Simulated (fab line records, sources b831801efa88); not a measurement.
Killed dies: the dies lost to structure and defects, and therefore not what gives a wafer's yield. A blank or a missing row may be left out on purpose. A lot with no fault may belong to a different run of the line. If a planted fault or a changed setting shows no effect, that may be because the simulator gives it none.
fab line records + flow sky130
[record]
- lots = 5
- wafers = 15
- lastDay = 50
route steps=708 shown POLY_GATE@229 LDD_N@237 LDD_P@255 LDD_HVN@267 LDD_HVP@288 LDD_LDN@302 SD_P@331 RES_XHIGH@341 PAD_OPEN@708
lots that met no fault: taken from a fault-free run of the same line
startH: hours from the record's first day to the start of the lot's first wafer shown + waitH: hours from the lot's prior step to this one + " repeats the value in the row above + L1.1+2: a row that stands for several wafers + - value missing, or start not given + * or withheld: withheld + < > ~ a bound
route shown NAME@n: NAME is a module with steps in the file, n the number in the route of the first one + usual: mean and standard deviation over wafers with no fault + same: alike in all rows + chamber/n: place in a boat + sites: readings site by site + _std_site: how widely they spread, as a standard deviation + _edge_site: mean of outer sites minus mean of inner sites + radiusMm: how far each site lies from the wafer's centre + mask NAME#n: copy n + behind: the most recent tool/chamber to have shaped the wafer + hold: what put the lot on hold/how long, in hours/how the hold closed + device: names the non-switching transistor (n, p or np) + end of line: the tests these same wafers got at the end of their route + a step with no rows: only its recipe + killed: dies lost to structure and defects at the first sort, not the wafer's yield + map: a wafer's dies, x killed, . not, _ none there
set.NAME: the setting that was run; set.NAME@STEP: the one run at that earlier step + model.NAME: the simulator's own value behind a step, which no gauge read
lots seen at some steps along the route; tables by step, rows by wafer
[[steps]]
[step SKY_POLY_GATE_ETCH_15]
[recipe]
- chemistry = N2/H2
- target = BARC
- ionEnergyEv = 200
- sourceW = 500
- biasW = 100
- pressureMtorr = 30
- n2FlowSccm = 100
- h2FlowSccm = 200
- stopOn = SiO2
- timeS = 118.5
- targetDepthA = 1100
[step SKY_POLY_GATE_ETCH_16]
[recipe]
- stopOn = poly-Si
- chemistry = CH3F/O2
- target = Si3N4
- sourceW = 400
- biasW = 80
- pressureMtorr = 25
- ch3fFlowSccm = 40
- O2_flow_sccm = 30
- timeS = 147.5
- targetDepthA = 750
[step SKY_POLY_GATE_ETCH_17]
[recipe]
- targetDepthNm = 180
- stopOn = SiO2
- overEtchFrac = 0.56667
- chemistry = HBr/Cl2
- target = poly-Si
- icpW = 400
- biasW = 100
- pressureMtorr = 10
- HBr_flow_sccm = 150
- Cl2_flow_sccm = 50
- timeS = 70.5
[step SKY_POLY_GATE_STRIP_18]
[recipe]
- chemistry = O2/N2
- powerW = 1400
- pressureMtorr = 1500
- platenTempC = withheld
- o2FlowSccm = 3000
- n2FlowSccm = 300
- overashFraction = 0.5
[step SKY_POLY_GATE_CLEAN_19]
[recipe]
- chemistry = SC1/SC2
- mix = 1:4:20
- tempC = 70
- timeS = 150
- dry = n2Spin
[step SKY_POLY_GATE_OXIDATION_20]
[recipe]
- tempC = 850
- ambient = O2
- stabiliseS = 600
- purgeS = 300
- targetThkA = 40
- oxTimeS = 899
[step SKY_LDD_N_DEHYDRATE_00]
[recipe]
- tempC = 200
- timeS = 60
[step SKY_LDD_N_HMDS_01]
[recipe]
- primeTimeS = 60
- primeTempC = 120
[step SKY_LDD_N_COAT_02]
[recipe]
- resist = NOVOLAK
- spinRpm = 3000
- resistThkNm = 300
[usual]
- chillPlateTempC = 23.01/0.11
- dispensePressureKPa = 50/5.5
| lot.wafer | tool          | chamber | startH | waitH | chillPlateTempC | dispensePressureKPa |
|-----------|---------------|---------|--------|-------|-----------------|---------------------|
| L874.2    | lithoTrack-01 | 0       | 395.79 | 0.1   | 23.07           | 56                  |
| L874.3    | "             | 0       | "      | "     | 23.14           | 56                  |
| L874.4    | "             | 0       | "      | "     | 23.20           | 56                  |
| L890.1    | lithoTrack-01 | -       | 532.86 | 0.1   | -               | -                   |
| L890.2    | "             | -       | "      | "     | -               | -                   |
| L890.4    | "             | -       | "      | "     | -               | -                   |
| L891.1    | lithoTrack-03 | -       | 542.96 | 0.1   | -               | -                   |
| L891.5    | "             | -       | "      | "     | -               | -                   |
| L891.6    | "             | -       | "      | "     | -               | -                   |
| L892.2    | lithoTrack-03 | -       | 556.53 | 0.1   | -               | -                   |
| L892.5    | "             | -       | "      | "     | -               | -                   |
| L892.6    | "             | -       | "      | "     | -               | -                   |
| L895.1    | lithoTrack-04 | 0       | 577.70 | 0.1   | 22.87           | 54                  |
| L895.3    | "             | 0       | "      | "     | 22.80           | 54                  |
| L895.5    | "             | 0       | "      | "     | 22.97           | 54                  |
[step SKY_LDD_N_SOFTBAKE_03]
[recipe]
- tempC = 90
- timeS = 60
- resist = NOVOLAK
[step SKY_LDD_N_EXPOSE_04]
[recipe]
- maskId = NTM
- targetCdNm = 840
- na = 0.6
- sourceShape = conventional
- sigmaOuter = 0.6
- doseMj = 110
[step SKY_LDD_N_PEB_05]
[recipe]
- tempC = withheld
- timeS = *
- resist = NOVOLAK
[step SKY_LDD_N_DEVELOP_06]
[recipe]
- developTimeS = 60
- devTempC = 23
[step SKY_LDD_N_OVL_MEAS_07]
[usual]
- LDD_N_OVL = 0.4/1.2
| lot.wafer | tool       | chamber | startH | waitH | LDD_N_OVL[nm] |
|-----------|------------|---------|--------|-------|---------------|
| L874.2    | overlay-01 | -       | 409.72 | 0.1   | 1.0           |
| L874.3    | "          | -       | "      | "     | 0.8           |
| L874.4    | "          | -       | "      | "     | 0.6           |
| L890.1    | overlay-01 | -       | 546.60 | 0.1   | -             |
| L890.2    | "          | -       | "      | "     | -             |
| L890.4    | "          | -       | "      | "     | -             |
| L891.1    | overlay-01 | -       | 558.66 | 0.1   | -             |
| L891.5    | "          | -       | "      | "     | -             |
| L891.6    | "          | -       | "      | "     | -             |
| L892.2    | overlay-02 | -       | 571.66 | 0.1   | -             |
| L892.5    | "          | -       | "      | "     | -             |
| L892.6    | "          | -       | "      | "     | -             |
| L895.1    | overlay-01 | -       | 593.61 | 0.1   | 1.5           |
| L895.3    | "          | -       | "      | "     | 2.0           |
| L895.5    | "          | -       | "      | "     | 0.9           |
[step SKY_LDD_N_IMPLANT_08]
[recipe]
- species = As
- energyKev = 20
- doseCm2 = 7.5e+13
- tiltDeg = withheld
- rotationDeg = 23
[step SKY_LDD_N_IMPLANT_09]
[recipe]
- species = As
- energyKev = 20
- doseCm2 = 7.5e+13
- tiltDeg = withheld
- rotationDeg = 113
[step SKY_LDD_N_IMPLANT_10]
[recipe]
- species = As
- energyKev = 20
- doseCm2 = 7.5e+13
- tiltDeg = withheld
- rotationDeg = 203
[step SKY_LDD_N_IMPLANT_11]
[recipe]
- species = As
- energyKev = 20
- doseCm2 = 7.5e+13
- tiltDeg = withheld
- rotationDeg = 293
[step SKY_LDD_N_IMPLANT_12]
[recipe]
- species = BF2
- energyKev = 50
- doseCm2 = 5e+12
- tiltDeg = 30
- rotationDeg = 0
[step SKY_LDD_N_IMPLANT_13]
[recipe]
- species = BF2
- energyKev = 50
- doseCm2 = 5e+12
- tiltDeg = 30
- rotationDeg = 90
[step SKY_LDD_N_IMPLANT_14]
[recipe]
- species = BF2
- energyKev = 50
- doseCm2 = 5e+12
- tiltDeg = 30
- rotationDeg = 180
[step SKY_LDD_N_IMPLANT_15]
[recipe]
- species = BF2
- energyKev = 50
- doseCm2 = 5e+12
- tiltDeg = 30
- rotationDeg = 270
[step SKY_LDD_N_STRIP_16]
[recipe]
- chemistry = O2/N2
- powerW = 1400
- pressureMtorr = 1500
- platenTempC = withheld
- o2FlowSccm = 3000
- n2FlowSccm = 300
- overashFraction = 0.5
[step SKY_LDD_P_DEHYDRATE_00]
[recipe]
- tempC = 200
- timeS = 60
[step SKY_LDD_P_HMDS_01]
[recipe]
- primeTimeS = 60
- primeTempC = 120
[step SKY_LDD_P_COAT_02]
[recipe]
- resist = NOVOLAK
- spinRpm = 3000
- resistThkNm = 1140
[step SKY_LDD_P_SOFTBAKE_03]
[recipe]
- tempC = 90
- timeS = 60
- resist = NOVOLAK
[step SKY_LDD_P_EXPOSE_04]
[recipe]
- maskId = PSDM
- na = 0.6
- sourceShape = conventional
- sigmaOuter = 0.6
- polarization = unpolarized
- targetCdNm = 380
- doseMj = 138
[step SKY_LDD_P_PEB_05]
[recipe]
- tempC = withheld
- timeS = *
- resist = NOVOLAK
[step SKY_LDD_P_DEVELOP_06]
[recipe]
- resist = NOVOLAK
- developer = TMAH
- developTimeS = 60
- devTempC = 23
[step SKY_LDD_P_IMPLANT_09]
[recipe]
- species = BF2
- energyKev = 25
- doseCm2 = 1e+13
- tiltDeg = withheld
[step SKY_LDD_P_STRIP_10]
[recipe]
- chemistry = O2/N2
- powerW = 1400
- pressureMtorr = 1500
- platenTempC = withheld
- o2FlowSccm = 3000
- n2FlowSccm = 300
- overashFraction = 0.5
[step SKY_LDD_P_TW_MEAS_11]
[usual]
- LDD_P_TW = 637/6.4
| lot.wafer | tool         | chamber | startH | waitH | LDD_P_TW |
|-----------|--------------|---------|--------|-------|----------|
| L874.2    | filmMetro-04 | -       | 440.42 | 0.1   | 641      |
| L874.3    | "            | -       | "      | "     | 643      |
| L874.4    | "            | -       | "      | "     | 640      |
| L890.1    | filmMetro-04 | -       | 577.81 | 0.1   | 2610     |
| L890.2    | "            | -       | "      | "     | 2618     |
| L890.4    | "            | -       | "      | "     | 2602     |
| L891.1    | filmMetro-02 | -       | 589.62 | 0.1   | 2617     |
| L891.5    | "            | -       | "      | "     | 2610     |
| L891.6    | "            | -       | "      | "     | 2606     |
| L892.2    | filmMetro-01 | -       | 603.13 | 0.1   | 2550     |
| L892.5    | "            | -       | "      | "     | 2565     |
| L892.6    | "            | -       | "      | "     | 2566     |
| L895.1    | filmMetro-04 | -       | 624.17 | 0.1   | 643      |
| L895.3    | "            | -       | "      | "     | 643      |
| L895.5    | "            | -       | "      | "     | 641      |
[step SKY_LDD_HVN_DEHYDRATE_00]
[recipe]
- tempC = 200
- timeS = 60
[step SKY_LDD_HVN_HMDS_01]
[recipe]
- primeTimeS = 60
- primeTempC = 120
[step SKY_LDD_HVN_TW_MEAS_10]
[usual]
- LDD_HVN_TW = 1429/14
| lot.wafer | tool         | chamber | startH | waitH | LDD_HVN_TW |
|-----------|--------------|---------|--------|-------|------------|
| L874.2    | filmMetro-01 | -       | 470.71 | 0.1   | 1420       |
| L874.3    | "            | -       | "      | "     | 1422       |
| L874.4    | "            | -       | "      | "     | 1417       |
| L890.1    | filmMetro-01 | -       | 607.35 | 0.1   | 2669       |
| L890.2    | "            | -       | "      | "     | 2666       |
| L890.4    | "            | -       | "      | "     | 2670       |
| L891.1    | filmMetro-03 | -       | 619.05 | 0.1   | 2695       |
| L891.5    | "            | -       | "      | "     | 2691       |
| L891.6    | "            | -       | "      | "     | 2698       |
| L892.2    | filmMetro-01 | -       | 633.21 | 0.1   | 2675       |
| L892.5    | "            | -       | "      | "     | 2674       |
| L892.6    | "            | -       | "      | "     | 2648       |
| L895.1    | filmMetro-01 | -       | 653.10 | 0.1   | 1409       |
| L895.3    | "            | -       | "      | "     | 1411       |
| L895.5    | "            | -       | "      | "     | 1419       |
[step SKY_LDD_HVP_TW_MEAS_10]
[usual]
- LDD_HVP_TW = 457/5.3
| lot.wafer | tool         | chamber | startH | waitH | LDD_HVP_TW |
|-----------|--------------|---------|--------|-------|------------|
| L874.2    | filmMetro-04 | -       | 501.16 | 0.1   | 464        |
| L874.3    | "            | -       | "      | "     | 462        |
| L874.4    | "            | -       | "      | "     | 462        |
| L890.1    | filmMetro-04 | -       | 637.24 | 0.1   | 2606       |
| L890.2    | "            | -       | "      | "     | 2635       |
| L890.4    | "            | -       | "      | "     | 2620       |
| L891.1    | filmMetro-01 | -       | 647.49 | 0.1   | 2551       |
| L891.5    | "            | -       | "      | "     | 2551       |
| L891.6    | "            | -       | "      | "     | 2557       |
| L892.2    | filmMetro-01 | -       | 660.65 | 0.1   | 2525       |
| L892.5    | "            | -       | "      | "     | 2550       |
| L892.6    | "            | -       | "      | "     | 2546       |
| L895.1    | filmMetro-03 | -       | 680.20 | 0.1   | 454        |
| L895.3    | "            | -       | "      | "     | 456        |
| L895.5    | "            | -       | "      | "     | 456        |
[step SKY_LDD_LDN_TW_MEAS_13]
[usual]
- LDD_LDN_TW = 1487/9.9
| lot.wafer | tool         | chamber | startH | waitH | LDD_LDN_TW |
|-----------|--------------|---------|--------|-------|------------|
| L874.2    | filmMetro-03 | -       | 532.96 | 0.1   | 1481       |
| L874.3    | "            | -       | "      | "     | 1479       |
| L874.4    | "            | -       | "      | "     | 1476       |
| L890.1    | filmMetro-02 | -       | 665.94 | 0.1   | 2662       |
| L890.2    | "            | -       | "      | "     | 2652       |
| L890.4    | "            | -       | "      | "     | 2665       |
| L891.1    | filmMetro-04 | -       | 676.00 | 0.1   | 2681       |
| L891.5    | "            | -       | "      | "     | 2664       |
| L891.6    | "            | -       | "      | "     | 2677       |
| L892.2    | filmMetro-04 | -       | 689.45 | 0.1   | 2668       |
| L892.5    | "            | -       | "      | "     | 2683       |
| L892.6    | "            | -       | "      | "     | 2683       |
| L895.1    | filmMetro-03 | -       | 708.90 | 0.1   | 1472       |
| L895.3    | "            | -       | "      | "     | 1471       |
| L895.5    | "            | -       | "      | "     | 1475       |
[step SKY_SD_P_TW_MEAS_11]
[usual]
- SD_P_TW = 2808/27
| lot.wafer | tool         | chamber | startH | waitH | SD_P_TW |
|-----------|--------------|---------|--------|-------|---------|
| L874.2    | filmMetro-02 | -       | 595.98 | 0.1   | 2836    |
| L874.3    | "            | -       | "      | "     | 2840    |
| L874.4    | "            | -       | "      | "     | 2846    |
| L890.1    | filmMetro-03 | -       | 722.72 | 0.1   | 3035    |
| L890.2    | "            | -       | "      | "     | 3042    |
| L890.4    | "            | -       | "      | "     | 3029    |
| L891.1    | filmMetro-01 | -       | 733.07 | 0.1   | 3007    |
| L891.5    | "            | -       | "      | "     | 2972    |
| L891.6    | "            | -       | "      | "     | 2982    |
| L892.2    | filmMetro-03 | -       | 747.68 | 0.1   | 3024    |
| L892.5    | "            | -       | "      | "     | 3026    |
| L892.6    | "            | -       | "      | "     | 3029    |
| L895.1    | filmMetro-01 | -       | 766.07 | 0.1   | 2802    |
| L895.3    | "            | -       | "      | "     | 2781    |
| L895.5    | "            | -       | "      | "     | 2798    |
[step SKY_RES_XHIGH_TW_MEAS_09]
[usual]
- RES_XHIGH_TW = 1636/15
| lot.wafer | tool         | chamber | startH | waitH | RES_XHIGH_TW |
|-----------|--------------|---------|--------|-------|--------------|
| L874.2    | filmMetro-03 | -       | 625.48 | 0.1   | 1639         |
| L874.3    | "            | -       | "      | "     | 1635         |
| L874.4    | "            | -       | "      | "     | 1634         |
| L890.1    | filmMetro-01 | -       | 750.40 | 0.1   | 2636         |
| L890.2    | "            | -       | "      | "     | 2644         |
| L890.4    | "            | -       | "      | "     | 2629         |
| L891.1    | filmMetro-03 | -       | 759.25 | 0.1   | 2681         |
| L891.5    | "            | -       | "      | "     | 2670         |
| L891.6    | "            | -       | "      | "     | 2666         |
| L892.2    | filmMetro-03 | -       | 774.26 | 0.1   | 2667         |
| L892.5    | "            | -       | "      | "     | 2674         |
| L892.6    | "            | -       | "      | "     | 2669         |
| L895.1    | filmMetro-02 | -       | 792.42 | 0.1   | 1667         |
| L895.3    | "            | -       | "      | "     | 1657         |
| L895.5    | "            | -       | "      | "     | 1666         |
[step SKY_PAD_OPEN_PROBE_99]
[usual]
- killed_at_M0_to_M3 = 43/6.8
- killed_at_M4_up = 3.0/1.8
- killedAtContacts = 23/5.4
- killedAtFrontEnd = 15/4.4
- killedAtOther = 0.3/0.51
- killedDies = 85/9.2
- killedOnRim = 17/3.7
- killedOpen = 47/6.8
- killedShort = 39/6.8
[same]
- grossDies = 492
- killedAtBackSide = 0
| lot.wafer | tool      | chamber | startH  | waitH | killed_at_M0_to_M3 | killed_at_M4_up | killedAtContacts | killedAtFrontEnd | killedAtOther | killedDies | killedOnRim | killedOpen | killedShort |
|-----------|-----------|---------|---------|-------|--------------------|-----------------|------------------|------------------|---------------|------------|-------------|------------|-------------|
| L874.2    | prober-01 | -       | 1080.72 | 0.1   | 46                 | 3               | 31               | 12               | 0             | 92         | 19          | 53         | 39          |
| L874.3    | prober-01 | -       | 1080.77 | 0.2   | 37                 | 4               | 21               | 16               | 1             | 79         | 16          | 45         | 34          |
| L874.4    | prober-01 | -       | 1080.82 | 0.2   | 34                 | 5               | 24               | 12               | 0             | 75         | 15          | 47         | 28          |
| L890.1    | prober-01 | -       | 1166.24 | 0.1   | 57                 | 5               | 20               | 410              | 0             | 492        | 96          | 45         | 51          |
| L890.2    | prober-01 | -       | 1166.29 | 0.1   | 32                 | 0               | 26               | 434              | 0             | 492        | 96          | 35         | 35          |
| L890.4    | prober-01 | -       | 1166.39 | 0.2   | 54                 | 9               | 23               | 406              | 0             | 492        | 96          | 57         | 52          |
| L891.1    | prober-02 | -       | 1176.43 | 0.1   | 45                 | 3               | 14               | 429              | 1             | 492        | 96          | 48         | 33          |
| L891.5    | prober-02 | -       | 1176.63 | 0.2   | 44                 | 6               | 22               | 420              | 0             | 492        | 96          | 51         | 40          |
| L891.6    | prober-02 | -       | 1176.68 | 0.2   | 41                 | 3               | 30               | 418              | 0             | 492        | 96          | 48         | 40          |
| L892.2    | prober-01 | -       | 1183.41 | 0.1   | 37                 | 6               | 31               | 418              | 0             | 492        | 96          | 43         | 51          |
| L892.5    | prober-01 | -       | 1183.56 | 0.2   | 34                 | 8               | 29               | 421              | 0             | 492        | 96          | 37         | 45          |
| L892.6    | prober-01 | -       | 1183.61 | 0.2   | 35                 | 2               | 21               | 434              | 0             | 492        | 96          | 38         | 33          |
| L895.1    | prober-01 | -       | 1194.13 | 0.1   | 37                 | 6               | 22               | 9                | 1             | 75         | 11          | 38         | 37          |
| L895.3    | prober-01 | -       | 1194.23 | 0.2   | 34                 | 3               | 17               | 10               | 1             | 65         | 12          | 49         | 16          |
| L895.5    | prober-01 | -       | 1194.33 | 0.2   | 47                 | 4               | 22               | 12               | 0             | 85         | 18          | 45         | 40          |
// killed by level:class
L874.2 LI_CONTACT:geometricParticle:open=9 VIA1:geometricParticle:open=9 CONTACT:geometricParticle:short=8 METAL2:geometricParticle:short=7 CONTACT:geometricParticle:open=7 VIA3:geometricParticle:open=7 VIA2:geometricParticle:open=6 FIELD_ISO:geometricParticle:open=5
L874.3 VIA1:geometricParticle:open=12 CONTACT:geometricParticle:open=7 LI_CONTACT:geometricParticle:open=6 POLY_GATE:geometricParticle:open=4 POLY_GATE:geometricParticle:short=4 METAL2:geometricParticle:short=4 METAL3:geometricParticle:short=4 FIELD_ISO:geometricParticle:short=3
L874.4 LI_CONTACT:geometricParticle:open=11 METAL1:geometricParticle:short=8 CONTACT:geometricParticle:open=7 METAL2:geometricParticle:short=5 VIA2:geometricParticle:open=5 VIA3:geometricParticle:open=5 POLY_GATE:geometricParticle:open=4 VIA1:geometricParticle:open=4
L890.1 LDD_N:areaExpose=396 METAL3:geometricParticle:short=11 VIA1:geometricParticle:open=10 METAL2:geometricParticle:short=8 VIA2:geometricParticle:open=7 CONTACT:geometricParticle:open=6 FIELD_ISO:geometricParticle:open=5 LI_CONTACT:geometricParticle:open=5
L890.2 LDD_N:areaExpose=422 CONTACT:geometricParticle:open=11 VIA2:geometricParticle:open=6 LOCAL_INTERCONNECT:geometricParticle:short=5 VIA1:geometricParticle:short=5 FIELD_ISO:geometricParticle:short=4 METAL2:geometricParticle:short=4 CONTACT:geometricParticle:short=4
L890.4 LDD_N:areaExpose=383 CONTACT:geometricParticle:open=10 VIA1:geometricParticle:open=10 METAL1:geometricParticle:short=9 METAL2:geometricParticle:short=7 FIELD_ISO:geometricParticle:short=6 METAL1:geometricParticle:open=6 POLY_GATE:geometricParticle:short=5
L891.1 LDD_N:areaExpose=411 VIA1:geometricParticle:open=11 VIA3:geometricParticle:open=9 METAL1:geometricParticle:short=7 VIA2:geometricParticle:open=6 CONTACT:geometricParticle:open=6 LI_CONTACT:geometricParticle:open=5 METAL2:geometricParticle:short=5
L891.5 LDD_N:areaExpose=401 VIA3:geometricParticle:open=11 VIA1:geometricParticle:open=10 POLY_GATE:geometricParticle:open=7 CONTACT:geometricParticle:open=7 VIA2:geometricParticle:open=6 POLY_GATE:geometricParticle:short=5 LI_CONTACT:geometricParticle:open=5
L891.6 LDD_N:areaExpose=404 CONTACT:geometricParticle:open=10 VIA1:geometricParticle:open=8 METAL1:geometricParticle:short=8 VIA2:geometricParticle:open=7 LI_CONTACT:geometricParticle:open=6 CONTACT:geometricParticle:short=5 VIA1:geometricParticle:short=5
L892.2 LDD_N:areaExpose=398 CONTACT:geometricParticle:open=11 FIELD_ISO:geometricParticle:short=9 LI_CONTACT:geometricParticle:open=8 METAL2:geometricParticle:short=8 VIA3:geometricParticle:open=7 VIA1:geometricParticle:short=6 LOCAL_INTERCONNECT:geometricParticle:short=5
L892.5 LDD_N:areaExpose=410 CONTACT:geometricParticle:open=12 VIA1:geometricParticle:open=10 CONTACT:geometricParticle:short=9 METAL2:geometricParticle:short=6 METAL4:geometricParticle:short=6 LOCAL_INTERCONNECT:geometricParticle:short=4 VIA2:geometricParticle:short=4
L892.6 LDD_N:areaExpose=421 VIA1:geometricParticle:open=8 CONTACT:geometricParticle:open=7 LI_CONTACT:geometricParticle:open=6 METAL2:geometricParticle:short=6 FIELD_ISO:geometricParticle:short=5 FIELD_ISO:geometricParticle:open=5 METAL1:geometricParticle:short=4
L895.1 CONTACT:geometricParticle:open=9 VIA1:geometricParticle:short=8 METAL1:geometricParticle:short=7 VIA1:geometricParticle:open=7 LI_CONTACT:geometricParticle:open=6 METAL4:geometricParticle:short=5 VIA3:geometricParticle:open=5 POLY_GATE:geometricParticle:open=4
L895.3 VIA1:geometricParticle:open=17 LI_CONTACT:geometricParticle:open=7 CONTACT:geometricParticle:open=4 METAL2:geometricParticle:open=4 FIELD_ISO:geometricParticle:open=3 VIA2:geometricParticle:open=3 VIA3:geometricParticle:open=3 FIELD_ISO:geometricParticle:short=2
L895.5 VIA1:geometricParticle:open=13 CONTACT:geometricParticle:open=10 METAL1:geometricParticle:short=8 LI_CONTACT:geometricParticle:open=7 VIA1:geometricParticle:short=6 VIA3:geometricParticle:short=6 METAL3:geometricParticle:short=4 FIELD_ISO:geometricParticle:open=3
// map L890.1 (x killed, . not)
__________xxxxxxxxxx_________
________xxxxxxxxxxxxxx_______
______xxxxxxxxxxxxxxxxxx_____
_____xxxxxxxxxxxxxxxxxxxx____
____xxxxxxxxxxxxxxxxxxxxxx___
___xxxxxxxxxxxxxxxxxxxxxxxx__
__xxxxxxxxxxxxxxxxxxxxxxxxxx_
_xxxxxxxxxxxxxxxxxxxxxxxxxxxx
_xxxxxxxxxxxxxxxxxxxxxxxxxxxx
_xxxxxxxxxxxxxxxxxxxxxxxxxxxx
_xxxxxxxxxxxxxxxxxxxxxxxxxxxx
_xxxxxxxxxxxxxxxxxxxxxxxxxxxx
_xxxxxxxxxxxxxxxxxxxxxxxxxxxx
_xxxxxxxxxxxxxxxxxxxxxxxxxxxx
_xxxxxxxxxxxxxxxxxxxxxxxxxxxx
__xxxxxxxxxxxxxxxxxxxxxxxxxx_
___xxxxxxxxxxxxxxxxxxxxxxxx__
____xxxxxxxxxxxxxxxxxxxxxx___
_____xxxxxxxxxxxxxxxxxxxx____
______xxxxxxxxxxxxxxxxxx_____
________xxxxxxxxxxxxxx_______
__________xxxxxxxxxx_________
// map L891.1 (x killed, . not)
__________xxxxxxxxxx_________
________xxxxxxxxxxxxxx_______
______xxxxxxxxxxxxxxxxxx_____
_____xxxxxxxxxxxxxxxxxxxx____
____xxxxxxxxxxxxxxxxxxxxxx___
___xxxxxxxxxxxxxxxxxxxxxxxx__
__xxxxxxxxxxxxxxxxxxxxxxxxxx_
_xxxxxxxxxxxxxxxxxxxxxxxxxxxx
_xxxxxxxxxxxxxxxxxxxxxxxxxxxx
_xxxxxxxxxxxxxxxxxxxxxxxxxxxx
_xxxxxxxxxxxxxxxxxxxxxxxxxxxx
_xxxxxxxxxxxxxxxxxxxxxxxxxxxx
_xxxxxxxxxxxxxxxxxxxxxxxxxxxx
_xxxxxxxxxxxxxxxxxxxxxxxxxxxx
_xxxxxxxxxxxxxxxxxxxxxxxxxxxx
__xxxxxxxxxxxxxxxxxxxxxxxxxx_
___xxxxxxxxxxxxxxxxxxxxxxxx__
____xxxxxxxxxxxxxxxxxxxxxx___
_____xxxxxxxxxxxxxxxxxxxx____
______xxxxxxxxxxxxxxxxxx_____
________xxxxxxxxxxxxxx_______
__________xxxxxxxxxx_________
[[key]]
[firstSign]
- step = SKY_LDD_N_COAT_02
- reading = toolRecord
- direction = missing
[effect]
- step = SKY_LDD_N_OVL_MEAS_07
- reading = LDD_N_OVL
- direction = missing
[effect]
- step = SKY_LDD_P_TW_MEAS_11
- reading = LDD_P_TW
- direction = up
- sigmas = 99+
- usual = 637
- struck = 2594
[effect]
- step = SKY_LDD_HVN_TW_MEAS_10
- reading = LDD_HVN_TW
- direction = up
- sigmas = 89
- usual = 1429
- struck = 2676
[effect]
- step = SKY_LDD_HVP_TW_MEAS_10
- reading = LDD_HVP_TW
- direction = up
- sigmas = 99+
- usual = 457
- struck = 2571
[effect]
- step = SKY_LDD_LDN_TW_MEAS_13
- reading = LDD_LDN_TW
- direction = up
- sigmas = 99+
- usual = 1487
- struck = 2670
[effect]
- step = SKY_SD_P_TW_MEAS_11
- reading = SD_P_TW
- direction = up
- sigmas = 7.7
- usual = 2808
- struck = 3016
[effect]
- step = SKY_RES_XHIGH_TW_MEAS_09
- reading = RES_XHIGH_TW
- direction = up
- sigmas = 68
- usual = 1636
- struck = 2660
[effect]
- step = SKY_PAD_OPEN_PROBE_99
- reading = killedAtFrontEnd
- direction = up
- sigmas = 92
- usual = 15
- struck = 421
[moreKillsBornAt]
- SKY_LDD_N_EXPOSE_04@ilineStepper-02 = 3646
metAt SKY_LDD_N_COAT_02
struckWafers L890.1,L890.2,L890.4,L891.1,L891.5,L891.6,L892.2,L892.5,L892.6
testerLeftOut L890,L891,L892
onsetBetween 395.79 532.86
[fault]
- kind = skippedStepWhole
- tool = lithoTrack-01,lithoTrack-03
- chamber = -
- onsetH = 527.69
- steps = SKY_LDD_N_COAT_02
- scope = struckLotsOnly
// testerLeftOut: of these lots the tester's yield and bins aren't shown, on N5 and GAA mostly nor the transistor test; their killed dies are dies lost to structure and defects alone, not to doping, threshold or leakage, so they don't give the yield
